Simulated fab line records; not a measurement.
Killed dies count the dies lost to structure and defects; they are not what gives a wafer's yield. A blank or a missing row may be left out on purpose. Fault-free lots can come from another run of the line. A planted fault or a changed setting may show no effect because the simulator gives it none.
fab line records ; flow gf180mcu
[record] lots = 24; wafers = 72; last_day = 34
route steps=602 shown M1@329 M3@426 V3@432 V4@491 MIM@513
lots untouched by any fault: they come from a run of this same line in which no faults occurred
start_h: start of the lot's first displayed wafer, in hours after the record's first day ; wait_h: time in hours since the lot's previous step ; " repeats the value in the row above ; L1.1+2: one row covering several wafers at once ; - value missing, or start not given ; * or withheld: withheld ; < > ~ a bound
route shown NAME@n: a module of which the file shows steps, and the number in the route of the first ; usual: average and standard deviation across the fault-free wafers ; same: alike in all rows ; chamber/n: place in a boat ; sites: readings site by site ; _std_site: the values' standard deviation ; _edge_site: the outer-site mean with the inner-site mean subtracted ; radius_mm: how far each site lies from the wafer's centre ; mask NAME#n: copy n ; behind: the most recent tool/chamber to have shaped the wafer ; hold: reason for holding the lot/hours on hold/outcome of the hold ; device: the n, p or np transistor that did not switch ; end of line: the tests these same wafers got at the end of their route ; a step with no rows: only its recipe ; killed: dies lost to structure and defects at the first sort, not the wafer's yield ; map: dies across one wafer; x = killed, . = not, _ = none there
set.NAME: the setting the step ran with; set.NAME@STEP: the setting that earlier step ran with ; model.NAME: the simulator's own value behind a step, which no gauge read
steps of the route over a sample of lots; a table a step, a row a wafer
services: from which hour (start_h, from the record's first day; less than 0 if before it) a tool's chamber was out of use, for how many hours, and why
[[steps]]
[step GF_M1_CD_MEAS_14]
[recipe] target_cd_nm = 230
[usual] cd_nm = 230.2/1.5
lot.wafer;tool;chamber;start_h;wait_h;cd_nm
L074.3;cd_sem-01;-;392.53;0.1;228.8
L074.4;cd_sem-01;-;392.53;0.1;228.2
L074.5;cd_sem-01;-;392.53;0.1;228.2
L075.2;cd_sem-02;-;399.96;0.1;228.5
L075.4;cd_sem-02;-;399.96;0.1;229.8
L075.6;cd_sem-02;-;399.96;0.1;228.1
L076.1;cd_sem-01;-;413.79;0.1;230.9
L076.3;cd_sem-01;-;413.79;0.1;231.2
L076.4;cd_sem-01;-;413.79;0.1;230.5
L077.3;cd_sem-02;-;414.12;0.1;231.2
L077.5;cd_sem-02;-;414.12;0.1;230.8
L077.6;cd_sem-02;-;414.12;0.1;231.4
L078.2;cd_sem-02;-;424.51;0.1;229.2
L078.3;cd_sem-02;-;424.51;0.1;230.0
L078.6;cd_sem-02;-;424.51;0.1;230.8
L079.3;cd_sem-01;-;436.97;0.1;226.6
L079.5;cd_sem-01;-;436.97;0.1;227.9
L079.6;cd_sem-01;-;436.97;0.1;228.6
L080.1;cd_sem-02;-;441.94;0.1;230.2
L080.4;cd_sem-02;-;441.94;0.1;231.0
L080.6;cd_sem-02;-;441.94;0.1;231.4
L081.1;cd_sem-02;-;454.59;0.1;231.0
L081.2;cd_sem-02;-;454.59;0.1;231.3
L081.3;cd_sem-02;-;454.59;0.1;231.5
L082.2;cd_sem-01;-;461.11;0.1;229.9
L082.3;cd_sem-01;-;461.11;0.1;229.7
L082.5;cd_sem-01;-;461.11;0.1;231.2
L083.1;cd_sem-02;-;465.53;0.1;230.1
L083.3;cd_sem-02;-;465.53;0.1;230.5
L083.4;cd_sem-02;-;465.53;0.1;231.1
L084.1;cd_sem-02;-;473.78;0.1;231.4
L084.2;cd_sem-02;-;473.78;0.1;231.8
L084.6;cd_sem-02;-;473.78;0.1;230.2
L085.1;cd_sem-02;-;482.94;0.1;230.5
L085.3;cd_sem-02;-;482.94;0.1;231.3
L085.5;cd_sem-02;-;482.94;0.1;230.6
L086.3;cd_sem-02;-;495.67;0.1;231.0
L086.4;cd_sem-02;-;495.67;0.1;229.7
L086.5;cd_sem-02;-;495.67;0.1;230.3
L087.1;cd_sem-02;-;504.78;0.1;230.7
L087.2;cd_sem-02;-;504.78;0.1;231.9
L087.3;cd_sem-02;-;504.78;0.1;232.1
L088.2;cd_sem-02;-;513.00;0.1;230.3
L088.5;cd_sem-02;-;513.00;0.1;229.4
L088.6;cd_sem-02;-;513.00;0.1;229.5
L089.1;cd_sem-02;-;520.74;0.1;231.5
L089.4;cd_sem-02;-;520.74;0.1;229.8
L089.5;cd_sem-02;-;520.74;0.1;230.9
L090.1;cd_sem-01;-;534.90;4.4;226.7
L090.2;cd_sem-01;-;534.90;4.4;228.2
L090.6;cd_sem-01;-;534.90;4.4;226.9
L091.3;cd_sem-01;-;537.47;0.1;229.3
L091.4;cd_sem-01;-;537.47;0.1;229.6
L091.6;cd_sem-01;-;537.47;0.1;230.2
L092.3;cd_sem-01;-;541.82;0.1;230.8
L092.4;cd_sem-01;-;541.82;0.1;231.1
L092.5;cd_sem-01;-;541.82;0.1;231.7
L093.3;cd_sem-01;-;550.12;0.1;230.0
L093.5;cd_sem-01;-;550.12;0.1;229.0
L093.6;cd_sem-01;-;550.12;0.1;229.2
L094.2;cd_sem-01;-;559.65;0.1;232.5
L094.3;cd_sem-01;-;559.65;0.1;232.1
L094.5;cd_sem-01;-;559.65;0.1;232.2
L095.4;cd_sem-01;-;566.99;0.1;227.9
L095.5;cd_sem-01;-;566.99;0.1;228.7
L095.6;cd_sem-01;-;566.99;0.1;227.7
L096.1;cd_sem-02;-;568.53;0.1;229.1
L096.3;cd_sem-02;-;568.53;0.1;228.2
L096.4;cd_sem-02;-;568.53;0.1;229.1
L097.3;cd_sem-01;-;574.77;0.1;233.1
L097.5;cd_sem-01;-;574.77;0.1;232.9
L097.6;cd_sem-01;-;574.77;0.1;231.9
[step GF_M3_STRIP_17]
[recipe] chemistry = O2/N2; power_w = 1400; pressure_mtorr = 1500; platen_temp_c = 250; o2_flow_sccm = 3000; n2_flow_sccm = 300; overash_fraction = 0.5
[usual] drypump_motor_current_A = 5.8/0.54; heater_power_w = 337/26; oes_product_au = 0.557/0.0055; strip_time_to_endpoint_s = 7.87/0.04
lot.wafer;tool;chamber;start_h;wait_h;drypump_motor_current_A;heater_power_w;oes_product_au;rf_hours_counter_h;strip_time_to_endpoint_s
L074.3;plasma_asher-01;1;495.45;0.1;5.1;326;0.557;-;7.81
L074.4;plasma_asher-01;0;495.45;0.1;6.6;326;0.549;-;7.82
L074.5;plasma_asher-01;0;495.45;0.1;6.6;326;0.553;-;7.79
L075.2;plasma_asher-01;0;501.95;0.1;6.6;326;0.560;73;7.87
L075.4;plasma_asher-01;0;501.95;0.1;6.6;334;0.558;-;7.89
L075.6;plasma_asher-01;0;501.95;0.1;6.6;342;0.560;-;7.88
L076.1;plasma_asher-01;1;514.90;0.1;5.2;330;0.554;74;7.84
L076.3;plasma_asher-01;0;514.90;0.1;6.6;325;0.558;-;7.82
L076.4;plasma_asher-01;1;514.90;0.1;5.2;324;0.553;-;7.82
L077.3;plasma_asher-01;0;515.64;0.1;6.6;330;0.558;-;7.87
L077.5;plasma_asher-01;0;515.64;0.1;6.6;335;0.564;-;7.93
L077.6;plasma_asher-01;1;515.64;0.1;5.1;333;0.559;-;7.90
L078.2;plasma_asher-01;1;525.00;0.1;5.1;331;0.560;75;7.86
L078.3;plasma_asher-01;0;525.00;0.1;6.6;330;0.554;-;7.83
L078.6;plasma_asher-01;1;525.00;0.1;5.1;325;0.558;-;7.90
L079.3;plasma_asher-03;1;539.28;0.1;6.0;399;0.554;-;7.84
L079.5;plasma_asher-03;0;539.28;0.1;5.7;346;0.551;-;7.80
L079.6;plasma_asher-03;1;539.28;0.1;6.0;396;0.555;-;7.84
L080.1;plasma_asher-02;0;542.40;0.1;5.4;309;0.561;45;7.89
L080.4;plasma_asher-02;0;542.40;0.1;5.5;314;0.561;-;7.87
L080.6;plasma_asher-02;1;542.40;0.1;5.7;317;0.557;-;7.81
L081.1;plasma_asher-01;1;557.90;0.1;5.1;329;0.558;78;7.89
L081.2;plasma_asher-01;0;557.90;0.1;6.6;325;0.560;78;7.88
L081.3;plasma_asher-01;1;557.90;0.1;5.1;321;0.551;-;7.87
L082.2;plasma_asher-01;1;559.96;0.1;5.2;323;0.554;78;7.83
L082.3;plasma_asher-01;0;559.96;0.1;6.6;322;0.552;-;7.81
L082.5;plasma_asher-01;0;559.96;0.1;6.7;327;0.540;-;7.80
L083.1;plasma_asher-01;0;564.00;0.1;6.6;328;0.556;79;7.85
L083.3;plasma_asher-01;1;564.00;0.1;5.1;326;0.561;-;7.85
L083.4;plasma_asher-01;0;564.00;0.1;6.6;321;0.562;-;7.79
L084.1;plasma_asher-03;1;570.26;0.1;6.0;389;0.560;15;7.92
L084.2;plasma_asher-03;0;570.26;0.1;5.6;337;0.559;15;7.88
L084.6;plasma_asher-03;0;570.26;0.1;5.7;339;0.562;-;7.92
L085.1;plasma_asher-03;1;582.45;0.1;6.0;397;0.560;16;7.88
L085.3;plasma_asher-03;1;582.45;0.1;6.0;379;0.550;-;7.86
L085.5;plasma_asher-03;0;582.45;0.1;5.6;345;0.550;-;7.90
L086.3;plasma_asher-01;1;590.55;0.1;5.1;330;0.554;-;7.83
L086.4;plasma_asher-01;0;590.55;0.1;6.6;324;0.547;-;7.84
L086.5;plasma_asher-01;1;590.55;0.1;5.2;326;0.556;-;7.82
L087.1;plasma_asher-02;1;604.56;0.1;5.6;310;0.559;49;7.85
L087.2;plasma_asher-02;0;604.56;0.1;5.4;302;0.559;49;7.89
L087.3;plasma_asher-02;0;604.56;0.1;5.5;302;0.551;-;7.86
L088.2;plasma_asher-01;1;608.05;0.1;5.1;333;0.551;84;7.86
L088.5;plasma_asher-01;1;608.05;0.1;5.1;328;0.556;-;7.82
L088.6;plasma_asher-01;0;608.05;0.1;6.6;326;0.553;-;7.81
L089.1;plasma_asher-03;0;613.75;0.1;5.7;350;0.567;20;7.84
L089.4;plasma_asher-03;0;613.75;0.1;5.6;341;0.554;-;7.88
L089.5;plasma_asher-03;0;613.75;0.1;5.6;344;0.561;-;7.89
L090.1;plasma_asher-03;1;626.15;0.1;6.0;380;0.568;21;7.88
L090.2;plasma_asher-03;0;626.15;0.1;5.6;342;0.563;21;7.85
L090.6;plasma_asher-03;1;626.15;0.1;6.0;393;0.550;-;7.84
L091.3;plasma_asher-02;1;629.33;0.1;5.7;315;0.557;-;7.87
L091.4;plasma_asher-02;0;629.33;0.1;5.4;299;0.550;-;7.90
L091.6;plasma_asher-02;0;629.33;0.1;5.4;318;0.554;-;7.88
L092.3;plasma_asher-03;0;632.94;0.1;5.7;340;0.565;-;7.85
L092.4;plasma_asher-03;1;632.94;0.1;6.0;387;0.559;-;7.82
L092.5;plasma_asher-03;1;632.94;0.1;6.0;386;0.555;-;7.84
L093.3;plasma_asher-03;1;640.62;0.1;6.0;391;0.560;-;7.86
L093.5;plasma_asher-03;1;640.62;0.1;6.0;388;0.553;-;7.89
L093.6;plasma_asher-03;0;640.62;0.1;5.6;350;0.562;-;7.89
L094.2;plasma_asher-03;0;649.51;0.1;5.6;332;0.565;24;7.87
L094.3;plasma_asher-03;1;649.51;0.1;6.0;384;0.549;-;7.85
L094.5;plasma_asher-03;1;649.51;0.1;6.0;385;0.555;-;7.83
L095.4;plasma_asher-01;0;657.08;0.1;6.6;329;0.557;-;7.85
L095.5;plasma_asher-01;1;657.08;0.1;5.1;324;0.557;-;7.85
L095.6;plasma_asher-01;0;657.08;0.1;6.6;324;0.559;-;7.86
L096.1;plasma_asher-01;1;658.37;0.1;5.1;339;0.565;90;7.97
L096.3;plasma_asher-01;1;658.37;0.1;5.1;328;0.561;-;7.95
L096.4;plasma_asher-01;0;658.37;0.1;6.6;326;0.552;-;7.90
L097.3;plasma_asher-02;0;662.84;0.1;5.4;306;0.564;-;7.89
L097.5;plasma_asher-02;1;662.84;0.1;5.7;315;0.568;-;7.95
L097.6;plasma_asher-02;0;662.84;0.1;5.5;305;0.563;-;7.94
[step GF_V3_THK_MEAS_03]
[recipe] reads = SiO2_of_V3_CVD_02
[usual] V3_CVD_02_THK = 850/11
lot.wafer;tool;chamber;start_h;wait_h;V3_CVD_02_THK[nm]
L074.3;film_metro-02;-;496.17;0.1;844
L074.4;film_metro-02;-;496.17;0.1;854
L074.5;film_metro-02;-;496.17;0.1;856
L075.2;film_metro-03;-;503.04;0.0;846
L075.4;film_metro-03;-;503.04;0.0;856
L075.6;film_metro-03;-;503.04;0.0;871
L076.1;film_metro-03;-;515.63;0.0;841
L076.3;film_metro-03;-;515.63;0.0;835
L076.4;film_metro-03;-;515.63;0.0;843
L077.3;film_metro-04;-;516.94;0.1;829
L077.5;film_metro-04;-;516.94;0.1;830
L077.6;film_metro-04;-;516.94;0.1;845
L078.2;film_metro-02;-;525.86;0.0;852
L078.3;film_metro-02;-;525.86;0.0;852
L078.6;film_metro-02;-;525.86;0.0;867
L079.3;film_metro-04;-;540.28;0.1;827
L079.5;film_metro-04;-;540.28;0.1;851
L079.6;film_metro-04;-;540.28;0.1;845
L080.1;film_metro-03;-;543.50;0.0;839
L080.4;film_metro-03;-;543.50;0.0;864
L080.6;film_metro-03;-;543.50;0.0;864
L081.1;film_metro-04;-;558.63;0.0;851
L081.2;film_metro-04;-;558.63;0.0;841
L081.3;film_metro-04;-;558.63;0.0;845
L082.2;film_metro-03;-;560.72;0.0;856
L082.3;film_metro-03;-;560.72;0.0;829
L082.5;film_metro-03;-;560.72;0.0;854
L083.1;film_metro-04;-;564.74;0.0;842
L083.3;film_metro-04;-;564.74;0.0;845
L083.4;film_metro-04;-;564.74;0.0;859
L084.1;film_metro-02;-;571.03;0.1;831
L084.2;film_metro-02;-;571.03;0.1;826
L084.6;film_metro-02;-;571.03;0.1;848
L085.1;film_metro-04;-;583.22;0.0;842
L085.3;film_metro-04;-;583.22;0.0;850
L085.5;film_metro-04;-;583.22;0.0;846
L086.3;film_metro-02;-;591.31;0.1;858
L086.4;film_metro-02;-;591.31;0.1;863
L086.5;film_metro-02;-;591.31;0.1;872
L087.1;film_metro-03;-;605.34;0.0;856
L087.2;film_metro-03;-;605.34;0.0;850
L087.3;film_metro-03;-;605.34;0.0;849
L088.2;film_metro-03;-;608.79;0.0;846
L088.5;film_metro-03;-;608.79;0.0;849
L088.6;film_metro-03;-;608.79;0.0;858
L089.1;film_metro-03;-;614.49;0.0;840
L089.4;film_metro-03;-;614.49;0.0;866
L089.5;film_metro-03;-;614.49;0.0;865
L090.1;film_metro-04;-;626.92;0.0;844
L090.2;film_metro-04;-;626.92;0.0;851
L090.6;film_metro-04;-;626.92;0.0;857
L091.3;film_metro-04;-;630.06;0.1;855
L091.4;film_metro-04;-;630.06;0.1;860
L091.6;film_metro-04;-;630.06;0.1;866
L092.3;film_metro-04;-;633.66;0.1;840
L092.4;film_metro-04;-;633.66;0.1;857
L092.5;film_metro-04;-;633.66;0.1;853
L093.3;film_metro-04;-;641.35;0.1;859
L093.5;film_metro-04;-;641.35;0.1;854
L093.6;film_metro-04;-;641.35;0.1;858
L094.2;film_metro-02;-;650.26;0.0;854
L094.3;film_metro-02;-;650.26;0.0;852
L094.5;film_metro-02;-;650.26;0.0;856
L095.4;film_metro-02;-;657.82;0.0;855
L095.5;film_metro-02;-;657.82;0.0;854
L095.6;film_metro-02;-;657.82;0.0;851
L096.1;film_metro-02;-;659.23;0.0;840
L096.3;film_metro-02;-;659.23;0.0;843
L096.4;film_metro-02;-;659.23;0.0;846
L097.3;film_metro-02;-;663.91;0.1;850
L097.5;film_metro-02;-;663.91;0.1;855
L097.6;film_metro-02;-;663.91;0.1;866
[step GF_V4_OVL_MEAS_15]
[usual] V4_OVL = -2/4.8
lot.wafer;tool;chamber;start_h;wait_h;V4_OVL[nm]
L074.3;overlay-01;-;566.37;0.1;4
L074.4;overlay-01;-;566.37;0.1;-3
L074.5;overlay-01;-;566.37;0.1;1
L075.2;overlay-02;-;575.08;0.1;5
L075.4;overlay-02;-;575.08;0.1;6
L075.6;overlay-02;-;575.08;0.1;7
L076.1;overlay-02;-;586.73;0.1;-4
L076.3;overlay-02;-;586.73;0.1;-7
L076.4;overlay-02;-;586.73;0.1;1
L077.3;overlay-01;-;588.87;0.1;-8
L077.5;overlay-01;-;588.87;0.1;-11
L077.6;overlay-01;-;588.87;0.1;-3
L078.2;overlay-02;-;595.06;0.1;-5
L078.3;overlay-02;-;595.06;0.1;-7
L078.6;overlay-02;-;595.06;0.1;3
L079.3;overlay-01;-;608.26;0.1;1
L079.5;overlay-01;-;608.26;0.1;-8
L079.6;overlay-01;-;608.26;0.1;-9
L080.1;overlay-02;-;612.00;0.1;3
L080.4;overlay-02;-;612.00;0.1;-2
L080.6;overlay-02;-;612.00;0.1;-2
L081.1;overlay-01;-;624.30;0.1;-7
L081.2;overlay-01;-;624.30;0.1;3
L081.3;overlay-01;-;624.30;0.1;-10
L082.2;overlay-02;-;628.21;0.1;1
L082.3;overlay-02;-;628.21;0.1;-2
L082.5;overlay-02;-;628.21;0.1;-3
L083.1;overlay-01;-;631.67;0.1;-1
L083.3;overlay-01;-;631.67;0.1;2
L083.4;overlay-01;-;631.67;0.1;-3
L084.1;overlay-01;-;637.15;0.1;-2
L084.2;overlay-01;-;637.15;0.1;1
L084.6;overlay-01;-;637.15;0.1;2
L085.1;overlay-02;-;648.40;0.1;-7
L085.3;overlay-02;-;648.40;0.1;-7
L085.5;overlay-02;-;648.40;0.1;-9
L086.3;overlay-02;-;655.91;0.1;-9
L086.4;overlay-02;-;655.91;0.1;-3
L086.5;overlay-02;-;655.91;0.1;-7
L087.1;overlay-02;-;667.85;0.1;2
L087.2;overlay-02;-;667.85;0.1;5
L087.3;overlay-02;-;667.85;0.1;-2
L088.2;overlay-01;-;671.88;0.1;4
L088.5;overlay-01;-;671.88;0.1;-1
L088.6;overlay-01;-;671.88;0.1;2
L089.1;overlay-02;-;678.13;0.1;-1
L089.4;overlay-02;-;678.13;0.1;-9
L089.5;overlay-02;-;678.13;0.1;3
L090.1;overlay-02;-;688.30;0.1;-3
L090.2;overlay-02;-;688.30;0.1;-9
L090.6;overlay-02;-;688.30;0.1;-2
L091.3;overlay-02;-;691.66;0.1;-6
L091.4;overlay-02;-;691.66;0.1;-9
L091.6;overlay-02;-;691.66;0.1;-11
L092.3;overlay-02;-;695.66;0.1;7
L092.4;overlay-02;-;695.66;0.1;10
L092.5;overlay-02;-;695.66;0.1;2
L093.3;overlay-02;-;703.06;0.1;-8
L093.5;overlay-02;-;703.06;0.1;-5
L093.6;overlay-02;-;703.06;0.1;-2
L094.2;overlay-01;-;712.01;0.1;1
L094.3;overlay-01;-;712.01;0.1;-1
L094.5;overlay-01;-;712.01;0.1;-5
L095.4;overlay-02;-;718.24;0.1;6
L095.5;overlay-02;-;718.24;0.1;4
L095.6;overlay-02;-;718.24;0.1;2
L096.1;overlay-02;-;719.75;0.1;6
L096.3;overlay-02;-;719.75;0.1;4
L096.4;overlay-02;-;719.75;0.1;-2
L097.3;overlay-01;-;723.71;0.1;4
L097.5;overlay-01;-;723.71;0.1;-1
L097.6;overlay-01;-;723.71;0.1;-4
[step GF_V4_CMP_26]
[recipe] stop_on = SiO2; down_force_psi = 3.5; platen_rpm = 60; t_overpolish_s = 15; target_thk_nm = 0; pad_velocity_m_s = 0.94248
[usual] motor_current_A = 10.6/0.98; overpolish_run_s = 14.999/0.0083; time_to_endpoint_s = 85/3
lot.wafer;tool;chamber;start_h;wait_h;motor_current_A;overpolish_run_s;time_to_endpoint_s
L074.3;cmp-02;1;567.44;0.0;13.1;14.987;89
L074.4;cmp-02;3;567.44;0.0;10.2;14.999;83
L074.5;cmp-02;1;567.44;0.0;13.2;14.995;82
L075.4;cmp-01;1;576.18;0.0;10.6;15.014;87
L075.2;cmp-01;2;576.18;0.0;10.0;14.989;83
L075.6;cmp-01;2;576.18;0.0;9.9;14.995;83
L076.3;cmp-01;2;587.87;0.0;10.0;14.995;84
L076.1;cmp-01;3;587.87;0.0;10.5;14.993;81
L076.4;cmp-01;1;587.87;0.0;10.5;15.002;85
L077.3;cmp-02;3;590.03;0.1;10.3;14.991;81
L077.6;cmp-02;2;590.03;0.1;10.5;15.002;85
L077.5;cmp-02;3;590.03;0.1;10.4;15.000;80
L078.2;cmp-01;3;596.14;0.0;10.5;14.993;79
L078.3;cmp-01;0;596.14;0.0;10.0;14.993;83
L078.6;cmp-01;3;596.14;0.0;10.6;14.997;82
L079.3;cmp-01;0;609.48;0.1;9.1;15.009;82
L079.5;cmp-01;2;609.48;0.1;9.6;15.005;87
L079.6;cmp-01;3;609.48;0.1;10.7;15.007;84
L080.4;cmp-02;1;613.23;0.1;13.4;14.995;83
L080.1;cmp-02;2;613.23;0.1;10.5;15.003;82
L080.6;cmp-02;3;613.23;0.1;10.6;15.001;81
L081.2;cmp-01;0;625.39;0.0;9.9;15.009;84
L081.1;cmp-01;1;625.39;0.0;10.6;14.998;90
L081.3;cmp-01;3;625.39;0.0;10.7;15.009;83
L082.3;cmp-01;0;629.34;0.1;10.3;15.005;84
L082.2;cmp-01;2;629.34;0.1;9.6;15.005;80
L082.5;cmp-01;3;629.34;0.1;10.3;14.993;82
L083.3;cmp-02;2;632.78;0.0;10.8;15.000;85
L083.4;cmp-02;3;632.78;0.0;9.9;15.003;82
L083.1;cmp-02;0;632.78;0.0;11.1;14.989;82
L084.2;cmp-01;2;638.29;0.1;9.7;14.998;83
L084.1;cmp-01;3;638.29;0.1;10.8;14.996;83
L084.6;cmp-01;1;638.29;0.1;10.0;15.000;84
L085.3;cmp-02;2;649.49;0.0;10.8;14.995;88
L085.1;cmp-02;0;649.49;0.0;11.6;14.999;85
L085.5;cmp-02;2;649.49;0.0;10.7;14.999;88
L086.4;cmp-01;0;657.21;0.2;9.8;15.003;82
L086.3;cmp-01;1;657.21;0.2;10.3;15.005;87
L086.5;cmp-01;3;657.21;0.2;10.4;14.997;82
L087.3;cmp-02;1;668.98;0.0;12.5;14.990;86
L087.1;cmp-02;2;668.98;0.0;10.6;14.996;89
L087.2;cmp-02;0;668.98;0.0;11.0;15.002;87
L088.2;cmp-01;2;673.60;0.2;9.6;15.004;83
L088.5;cmp-01;3;673.60;0.2;11.4;14.985;84
L088.6;cmp-01;0;673.60;0.2;10.0;15.007;92
L089.4;cmp-02;2;679.27;0.1;10.2;14.999;86
L089.1;cmp-02;3;679.27;0.1;10.5;15.009;83
L089.5;cmp-02;1;679.27;0.1;13.6;14.994;81
L090.1;cmp-01;1;689.41;0.1;10.6;14.995;85
L090.2;cmp-01;2;689.41;0.1;9.4;15.005;80
L090.6;cmp-01;2;689.41;0.1;9.8;15.000;82
L091.3;cmp-01;3;692.79;0.0;10.2;14.994;85
L091.4;cmp-01;1;692.79;0.0;10.4;15.002;92
L091.6;cmp-01;0;692.79;0.0;9.5;15.001;88
L092.3;cmp-02;2;696.78;0.0;10.6;15.007;83
L092.4;cmp-02;1;696.78;0.0;13.0;15.001;84
L092.5;cmp-02;2;696.78;0.0;10.0;14.993;86
L093.3;cmp-02;1;704.27;0.1;13.3;15.009;88
L093.6;cmp-02;3;704.27;0.1;10.2;14.984;83
L093.5;cmp-02;0;704.27;0.1;11.8;14.985;83
L094.2;cmp-01;0;713.09;0.0;10.2;15.011;90
L094.3;cmp-01;2;713.09;0.0;9.5;14.992;86
L094.5;cmp-01;1;713.09;0.0;10.4;14.999;91
L095.4;cmp-02;3;719.41;0.1;9.9;14.999;82
L095.5;cmp-02;2;719.41;0.1;10.3;15.005;85
L095.6;cmp-02;3;719.41;0.1;10.7;15.025;82
L096.4;cmp-01;1;720.89;0.1;10.6;15.003;91
L096.1;cmp-01;2;720.89;0.1;9.9;14.994;86
L096.3;cmp-01;3;720.89;0.1;10.9;14.997;85
L097.3;cmp-01;2;724.83;0.0;9.9;14.995;86
L097.6;cmp-01;2;724.83;0.0;10.1;14.988;84
L097.5;cmp-01;3;724.83;0.0;11.0;15.007;86
[step GF_MIM_RS_MEAS_10]
[recipe] thk_meas_gauge = four-point-probe; reads = TiN_of_MIM_SPUTTER_09+AlCu_of_MIM_SPUTTER_08+TiN_of_MIM_SPUTTER_07
[usual] MIM_ALCU_RS = 0.1602/0.0017
lot.wafer;tool;chamber;start_h;wait_h;MIM_ALCU_RS[ohm/sq]
L074.3;film_metro-03;-;568.21;0.1;0.1588
L074.4;film_metro-03;-;568.21;0.1;0.1601
L074.5;film_metro-03;-;568.21;0.1;0.1604
L075.2;film_metro-01;-;576.92;0.0;0.1578
L075.4;film_metro-01;-;576.92;0.0;0.1564
L075.6;film_metro-01;-;576.92;0.0;0.1579
L076.1;film_metro-03;-;588.58;0.0;0.1599
L076.3;film_metro-03;-;588.58;0.0;0.1621
L076.4;film_metro-03;-;588.58;0.0;0.1614
L077.3;film_metro-01;-;590.74;0.1;0.1631
L077.5;film_metro-01;-;590.74;0.1;0.1635
L077.6;film_metro-01;-;590.74;0.1;0.1604
L078.2;film_metro-02;-;596.87;0.0;0.1596
L078.3;film_metro-02;-;596.87;0.0;0.1583
L078.6;film_metro-02;-;596.87;0.0;0.1604
L079.3;film_metro-03;-;610.13;0.1;0.1600
L079.5;film_metro-03;-;610.13;0.1;0.1599
L079.6;film_metro-03;-;610.13;0.1;0.1618
L080.1;film_metro-02;-;613.86;0.0;0.1600
L080.4;film_metro-02;-;613.86;0.0;0.1578
L080.6;film_metro-02;-;613.86;0.0;0.1590
L081.1;film_metro-02;-;626.11;0.0;0.1606
L081.2;film_metro-02;-;626.11;0.0;0.1599
L081.3;film_metro-02;-;626.11;0.0;0.1628
L082.2;film_metro-03;-;630.03;0.0;0.1592
L082.3;film_metro-03;-;630.03;0.0;0.1595
L082.5;film_metro-03;-;630.03;0.0;0.1593
L083.1;film_metro-02;-;633.49;0.0;0.1608
L083.3;film_metro-02;-;633.49;0.0;0.1610
L083.4;film_metro-02;-;633.49;0.0;0.1613
L084.1;film_metro-02;-;638.96;0.0;0.1597
L084.2;film_metro-02;-;638.96;0.0;0.1617
L084.6;film_metro-02;-;638.96;0.0;0.1596
L085.1;film_metro-01;-;650.21;0.0;0.1615
L085.3;film_metro-01;-;650.21;0.0;0.1603
L085.5;film_metro-01;-;650.21;0.0;0.1619
L086.3;film_metro-03;-;657.91;0.1;0.1624
L086.4;film_metro-03;-;657.91;0.1;0.1637
L086.5;film_metro-03;-;657.91;0.1;0.1616
L087.1;film_metro-01;-;669.69;0.0;0.1606
L087.2;film_metro-01;-;669.69;0.0;0.1604
L087.3;film_metro-01;-;669.69;0.0;0.1608
L088.2;film_metro-02;-;674.18;0.0;0.1623
L088.5;film_metro-02;-;674.18;0.0;0.1606
L088.6;film_metro-02;-;674.18;0.0;0.1619
L089.1;film_metro-01;-;679.97;0.0;0.1571
L089.4;film_metro-01;-;679.97;0.0;0.1567
L089.5;film_metro-01;-;679.97;0.0;0.1566
L090.1;film_metro-02;-;690.12;0.0;0.1586
L090.2;film_metro-02;-;690.12;0.0;0.1582
L090.6;film_metro-02;-;690.12;0.0;0.1588
L091.3;film_metro-02;-;693.54;0.1;0.1577
L091.4;film_metro-02;-;693.54;0.1;0.1585
L091.6;film_metro-02;-;693.54;0.1;0.1583
L092.3;film_metro-02;-;697.54;0.1;0.1583
L092.4;film_metro-02;-;697.54;0.1;0.1590
L092.5;film_metro-02;-;697.54;0.1;0.1586
L093.3;film_metro-03;-;704.93;0.1;0.1586
L093.5;film_metro-03;-;704.93;0.1;0.1584
L093.6;film_metro-03;-;704.93;0.1;0.1600
L094.2;film_metro-02;-;713.83;0.0;0.1594
L094.3;film_metro-02;-;713.83;0.0;0.1614
L094.5;film_metro-02;-;713.83;0.0;0.1606
L095.4;film_metro-03;-;720.13;0.1;0.1622
L095.5;film_metro-03;-;720.13;0.1;0.1619
L095.6;film_metro-03;-;720.13;0.1;0.1619
L096.1;film_metro-02;-;721.55;0.0;0.1627
L096.3;film_metro-02;-;721.55;0.0;0.1631
L096.4;film_metro-02;-;721.55;0.0;0.1611
L097.3;film_metro-01;-;725.59;0.1;0.1603
L097.5;film_metro-01;-;725.59;0.1;0.1600
L097.6;film_metro-01;-;725.59;0.1;0.1605
[[services]]
tool;chamber;start_h;hours;kind
cmp-02;-;511.25;5.1;pm
cmp-02;-;518.47;0.8;repair
cmp-02;-;543.75;0.3;repair
cmp-01;-;546.59;2.0;repair
cmp-02;-;553.15;3.6;repair
cmp-01;-;557.27;2.8;repair
cmp-02;-;572.19;4.0;pm
cmp-02;-;576.19;-;consumable_replace:conditioner
cmp-02;-;576.19;-;consumable_replace:pad
plasma_asher-01;-;579.04;0.3;repair
plasma_asher-02;-;580.00;15.6;pm
cmp-01;-;593.89;2.2;repair
cmp-01;-;609.93;0.2;repair
cmp-01;-;613.42;6.4;pm
cmp-02;-;620.21;5.8;pm
cmp-02;-;631.40;0.3;repair
cmp-02;-;645.55;0.5;repair
plasma_asher-03;-;650.47;2.5;repair
cmp-02;-;655.95;0.7;repair
cmp-01;-;670.49;2.2;repair
plasma_asher-02;-;670.99;15.5;repair
cmp-01;-;684.27;1.6;repair
cmp-02;-;692.44;1.6;repair
[[key]]
fault none
